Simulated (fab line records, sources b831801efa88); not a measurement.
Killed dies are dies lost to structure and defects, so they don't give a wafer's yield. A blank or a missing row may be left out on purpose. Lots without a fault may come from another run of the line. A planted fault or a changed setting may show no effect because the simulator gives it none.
fab line records | flow sky130
record lots=13 wafers=37 last_day=50
route steps=708 shown RES_PROTECT@215 POLY_CUT@318 SD_N@346 LI_CONTACT@382
lots that met no fault: from a run of the same line without faults
start_h: hours from the record's first day to the start of the lot's first wafer shown | wait_h: hours since the lot's step before | " the same as in the row above | L1.1+2: a row that stands for several wafers | - no value, or no start given | * or withheld: withheld | < > ~ a bound
route shown NAME@n: a module of which the file shows steps, and the number in the route of the first | usual: mean/standard deviation of fault-free wafers | same: alike in all rows | chamber/n: place in a boat | sites: the reading at each site | _std_site: their standard deviation | _edge_site: outer sites' mean less inner sites' | radius_mm: how far each site lies from the wafer's centre | mask NAME#n: copy n | behind: the tool/chamber that last shaped the wafer | hold: why the lot was held/for how many hours/how that ended | device: the transistor (n, p or np) that didn't switch | end of line: the same wafers' tests at the end of the route | a step without rows: its recipe alone | killed: dies lost to structure and defects at the first sort, not the wafer's yield | map: a wafer's dies, x killed, . not, _ none there
set.NAME: the setting as run; set.NAME@STEP: as run at that earlier step | model.NAME: the simulator's own value behind a step, which no gauge read
steps of the route over a sample of lots; a table a step, a row a wafer
services: from which hour (start_h, from the record's first day; less than 0 if before it) a tool's chamber was out of use, for how many hours, and why
## steps
# step SKY_RES_PROTECT_TW_MEAS_08
# usual POLY_GATE_TW=4079/40
# columns lot.wafer tool chamber start_h wait_h POLY_GATE_TW
L149.1 film_metro-03 - 371.53 0.1 4058
L149.3 " - " " 4067
L149.5 " - " " 4056
L150.2 film_metro-01 - 371.84 0.1 4038
L150.5 " - " " 4067
L150.6 " - " " 4052
L151.4 film_metro-04 - 379.71 0.1 4110
L151.5 " - " " 4103
L151.6 " - " " 4085
L152.1 film_metro-04 - 388.84 0.1 4127
L152.3 " - " " 4125
L153.1 film_metro-04 - 400.34 0.1 4124
L153.4 " - " " 4124
L153.5 " - " " 4117
L154.3 film_metro-04 - 412.33 0.1 4135
L154.4 " - " " 4131
L161.2 film_metro-04 - 468.94 0.1 4119
L161.5 " - " " 4106
L161.6 " - " " 4122
L162.2 film_metro-03 - 484.94 0.1 4060
L162.3 " - " " 4063
L162.5 " - " " 4058
L164.1 film_metro-01 - 491.66 0.1 4085
L164.2 " - " " 4064
L164.4 " - " " 4081
L165.1 film_metro-01 - 496.91 0.1 4065
L165.5 " - " " 4071
L165.6 " - " " 4053
L166.1 film_metro-01 - 503.68 0.1 4069
L166.3 " - " " 4074
L166.5 " - " " 4058
L167.1 film_metro-01 - 515.43 0.1 4093
L167.4 " - " " 4094
L167.5 " - " " 4062
L169.1 film_metro-04 - 526.23 0.1 4166
L169.3 " - " " 4155
L169.6 " - " " 4156
# step SKY_POLY_CUT_ETCH_11
# recipe target=Si3N4 chemistry=CF4/CH2F2/Ar stop_on=poly-Si source_w=600 bias_w=150 pressure_mtorr=40 cf4_flow_sccm=40 ch2f2_flow_sccm=20 Ar_flow_sccm=150 time_s=42.5 target_depth_a=600
# usual drypump_motor_current_A=5.7/0.5 oes_product_au=0.830/0.0068 throttle_valve_pct=14.994/0.0087
# columns lot.wafer tool chamber start_h wait_h drypump_motor_current_A oes_product_au rf_hours_counter_h throttle_valve_pct
L149.1 rie_diel-04 0 593.62 0.0 4.9 0.824 3 14.987
L149.3 " 3 " " 6.3 0.822 27 14.992
L149.5 " 3 " " 6.3 0.827 - 14.986
L150.2 rie_diel-03 2 594.32 0.0 5.5 0.822 46 14.989
L150.5 " 1 " " 6.3 0.826 - 14.987
L150.6 " 2 " " 5.5 0.817 - 14.990
L151.4 rie_diel-04 1 601.73 0.0 5.4 0.831 51 14.985
L151.5 " 2 " " 5.5 0.823 - 14.975
L151.6 " 3 " " 6.3 0.828 - 14.988
L152.1 rie_diel-01 1 610.27 0.0 5.6 0.824 17 14.984
L152.3 " 0 " " 4.8 0.822 2 14.975
L153.1 rie_diel-01 2 618.32 0.0 6.5 0.832 66 14.992
L153.4 " 3 " " 5.9 0.829 4 15.008
L153.5 " 1 " " 5.7 0.832 - 14.998
L154.3 rie_diel-04 1 633.53 0.0 5.5 0.826 51 14.984
L154.4 " 0 " " 4.9 0.832 4 15.012
L161.2 rie_diel-03 0 683.53 0.0 5.4 0.830 17 14.989
L161.5 " 0 " " 5.4 0.826 - 15.007
L161.6 " 1 " " 6.3 0.828 - 14.996
L162.2 rie_diel-03 0 694.47 0.0 5.4 0.812 18 14.981
L162.3 " 2 " " 5.5 0.835 48 14.994
L162.5 " 0 " " 5.4 0.833 - 14.995
L164.1 rie_diel-01 2 706.22 0.0 6.5 0.828 1 14.999
L164.2 " 0 " " 4.9 0.836 4 14.986
L164.4 " 1 " " 5.7 0.837 19 14.995
L165.1 rie_diel-03 2 708.83 0.0 5.5 0.843 48 15.000
L165.5 " 0 " " 5.4 0.843 - 15.004
L165.6 " 2 " " 5.5 0.837 - 14.986
L166.1 rie_diel-03 3 713.37 0.0 5.5 0.833 38 15.001
L166.3 " 2 " " 5.5 0.835 49 14.988
L166.5 " 3 " " 5.5 0.829 - 14.999
L167.1 rie_diel-03 0 725.48 0.0 5.4 0.832 19 14.973
L167.4 " 3 " " 5.5 0.829 38 15.002
L167.5 " 2 " " 5.5 0.840 - 15.004
L169.1 rie_diel-01 2 737.97 0.0 6.5 0.833 2 14.988
L169.3 " 1 " " 5.7 0.831 20 15.010
L169.6 " 2 " " 6.5 0.831 - 14.994
# step SKY_SD_N_EXPOSE_04
# recipe mask_id=NSDM na=0.6 source_shape=conventional sigma_outer=0.6 polarization=unpolarized target_cd_nm=380 dose_mj=141
# columns lot.wafer tool chamber start_h wait_h mask
L149.1+3+5 iline_stepper-02 0 665.70 - NSDM#0
L150.2+5+6 iline_stepper-01 0 667.76 - NSDM#0
L151.4+5+6 iline_stepper-02 0 673.49 - NSDM#0
L152.1+3 iline_stepper-02 0 681.53 - NSDM#0
L153.1+4+5 iline_stepper-02 0 688.34 - NSDM#0
L154.3+4 iline_stepper-02 0 705.21 - NSDM#0
L161.2+5+6 iline_stepper-02 0 753.82 - NSDM#0
L162.2+3+5 iline_stepper-02 0 764.24 - NSDM#0
L164.1+2+4 iline_stepper-01 0 773.52 - NSDM#0
L165.1+5+6 iline_stepper-02 0 777.10 - NSDM#0
L166.1+3+5 iline_stepper-01 0 782.94 - NSDM#0
L167.1+4+5 iline_stepper-02 0 792.90 - NSDM#0
L169.1+3+6 iline_stepper-02 0 804.54 - NSDM#0
# step SKY_SD_N_CD_MEAS_07
# recipe target_cd_nm=380
# usual cd_nm=380.5/3
# columns lot.wafer tool chamber start_h wait_h cd_nm
L149.1 cd_sem-01 - 678.87 0.1 385.9
L149.3 " - " " 382.9
L149.5 " - " " 385.9
L150.2 cd_sem-02 - 680.43 0.1 381.2
L150.5 " - " " 382.7
L150.6 " - " " 383.3
L151.4 cd_sem-01 - 686.63 0.1 382.7
L151.5 " - " " 383.8
L151.6 " - " " 381.5
L152.1 cd_sem-01 - 695.76 0.1 358.5
L152.3 " - " " 378.2
L153.1 cd_sem-01 - 702.71 0.1 360.9
L153.4 " - " " 360.8
L153.5 " - " " 379.1
L154.3 cd_sem-02 - 718.62 0.1 377.6
L154.4 " - " " 356.7
L161.2 cd_sem-02 - 766.48 0.1 382.6
L161.5 " - " " 382.6
L161.6 " - " " 383.4
L162.2 cd_sem-01 - 777.09 0.1 384.2
L162.3 " - " " 385.0
L162.5 " - " " 383.7
L164.1 cd_sem-02 - 786.68 0.1 385.8
L164.2 " - " " 384.2
L164.4 " - " " 382.8
L165.1 cd_sem-02 - 789.23 0.1 378.2
L165.5 " - " " 379.8
L165.6 " - " " 378.5
L166.1 cd_sem-01 - 795.45 0.2 373.5
L166.3 " - " " 374.5
L166.5 " - " " 374.1
L167.1 cd_sem-02 - 805.37 0.1 379.5
L167.4 " - " " 378.6
L167.5 " - " " 377.3
L169.1 cd_sem-02 - 816.83 0.1 381.0
L169.3 " - " " 383.6
L169.6 " - " " 382.3
# step SKY_LI_CONTACT_SPUTTER_20
# recipe material=TiN target_thk_nm=20 chamber_pressure_pa=5 power_w=4000 time_s=80
# usual throttle_valve_pct=29.9/1.3
# columns lot.wafer tool chamber start_h wait_h throttle_valve_pct
L149.1 pvd_sputter-03 - 708.98 0.0 30.2
L149.3 " - " " 30.7
L149.5 " - " " 32.0
L150.2 pvd_sputter-03 - 711.19 0.0 29.7
L150.5 " - " " 31.8
L150.6 " - " " 29.8
L151.4 pvd_sputter-03 - 717.27 0.0 31.8
L151.5 " - " " 31.8
L151.6 " - " " 29.5
L152.1 pvd_sputter-02 - 726.45 0.0 29.1
L152.3 " - " " 30.2
L153.1 pvd_sputter-02 - 733.15 0.0 28.1
L153.4 " - " " 29.9
L153.5 " - " " 29.6
L154.3 pvd_sputter-03 - 747.78 0.0 29.6
L154.4 " - " " 32.0
L161.2 pvd_sputter-04 - 795.49 0.0 31.8
L161.5 " - " " 28.7
L161.6 " - " " 31.7
L162.2 pvd_sputter-03 - 805.74 0.0 29.5
L162.3 " - " " 30.1
L162.5 " - " " 29.9
L164.1 pvd_sputter-03 - 815.11 0.0 32.0
L164.2 " - " " 30.5
L164.4 " - " " 30.4
L165.1 pvd_sputter-03 - 817.60 0.0 30.8
L165.5 " - " " 31.9
L165.6 " - " " 30.7
L166.1 pvd_sputter-04 - 823.71 0.0 28.7
L166.3 " - " " 28.1
L166.5 " - " " 31.6
L167.1 pvd_sputter-03 - 833.01 0.0 30.4
L167.4 " - " " 29.6
L167.5 " - " " 31.6
L169.1 pvd_sputter-04 - 845.43 0.0 29.3
L169.3 " - " " 28.2
L169.6 " - " " 28.8
## services
# columns tool chamber start_h hours kind
rie_diel-01 3 574.32 22.6 repair
rie_diel-01 0 580.22 5.4 repair
iline_stepper-02 - 591.78 4.2 repair
rie_diel-04 - 607.47 0.2 repair
rie_diel-03 1 613.29 5.2 repair
iline_stepper-01 - 638.81 2.1 pm
rie_diel-03 2 658.10 6.6 repair
rie_diel-01 0 664.33 1.2 repair
rie_diel-01 3 668.31 8.0 repair
iline_stepper-01 - 678.12 8.0 repair
rie_diel-04 0 691.05 2.4 repair
rie_diel-03 1 693.07 - clean
rie_diel-04 - 694.11 0.1 repair
rie_diel-04 3 707.50 12.1 repair
pvd_sputter-04 - 711.83 6.9 repair
iline_stepper-01 - 713.48 1.7 pm
iline_stepper-02 - 725.22 3.6 repair
pvd_sputter-02 - 742.55 5.8 repair
iline_stepper-02 - 773.26 1.7 pm
pvd_sputter-02 - 788.64 0.7 repair
rie_diel-03 1 794.27 3.6 repair
pvd_sputter-02 - 796.09 1.0 repair
pvd_sputter-03 - 806.96 1.1 repair
rie_diel-04 0 817.83 17.6 repair
## key
first_sign step=SKY_SD_N_CD_MEAS_07 reading=cd_nm direction=down sigmas=7.2 usual=380.5 struck=359.2
effect none on later readings
met_at SKY_SD_N_EXPOSE_04
struck_lots L152,L153,L154
struck_wafers L152.1,L153.1,L153.4,L154.4
tester_left_out L152,L153,L154
not_acting_at SKY_RES_PROTECT_TW_MEAS_08,SKY_POLY_CUT_ETCH_11,SKY_LI_CONTACT_SPUTTER_20
onset_between 673.49 681.53
fault kind=process_parameter_drift tool=iline_stepper-02 chamber=- onset_h=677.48 steps=SKY_SD_N_EXPOSE_04 channel=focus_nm offset=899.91 shape=step end_h=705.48 scope=struck_wafers_only
# tester_left_out: of these lots the tester's yield and bins aren't shown, on N5 and GAA mostly nor the transistor test; their killed dies are dies lost to structure and defects alone, not to doping, threshold or leakage, so they don't give the yield
